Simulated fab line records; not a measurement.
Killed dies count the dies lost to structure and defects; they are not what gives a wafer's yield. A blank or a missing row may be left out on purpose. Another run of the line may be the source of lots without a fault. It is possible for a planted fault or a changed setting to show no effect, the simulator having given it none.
Matching of chambers | flow sky130 | 4 sister chambers for SKY_VIA4_CMP_21 on cmp-02
The step polishes, stops on SiO2, t overpolish 25 s, target thk 0 nm. 4 wafers are shown with their chamber, then 7 later ones without.

WAFERS PAIRED WITH THEIR CHAMBERS
wafer  | chamber | motor current A (A)
L214.6 | 1       | 11.0
L215.2 | 2       | 10.7
L215.5 | 3       | 9.6
L217.1 | 0       | 13.1

WAFERS WHOSE CHAMBER IS MISSING
wafer  | motor current A (A)
L217.3 | 9.8
L231.1 | 10.4
L231.3 | 12.5
L231.4 | 11.7
L233.2 | 10.5
L233.3 | 11.4
L233.5 | 10.1

EACH ONE'S CHAMBER
wafer  | from the rows above          | in truth
L217.3 | can't be placed: 3 or 2      | 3
L231.1 | can't be placed: 2 or 1 or 3 | 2
L231.3 | can't be placed: 0 or 1      | 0
L231.4 | can't be placed: 1 or 2 or 0 | 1
L233.2 | can't be placed: 2 or 1 or 3 | 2
L233.3 | can't be placed: 1 or 2      | 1
L233.5 | can't be placed: 3 or 2 or 1 | 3
Correctly placed: 0 of 7. Not placeable from these rows: 7 (in 7, the candidates include the true chamber). Placed wrongly: 0.
How it was worked out, from the rows above alone: a wafer's distance from a chamber is the root of the sum, over the readings, of the square of ((its reading less the chamber's mean) divided by the reading's scatter). If the next closest chamber is less than 2 further off than the closest, the wafer can't be placed; otherwise it belongs to the closest. Each chamber's mean is taken over the wafers shown for it. The scatter: root of mean squared gap, hidden wafer to nearest shown wafer, with one shown wafer a chamber.
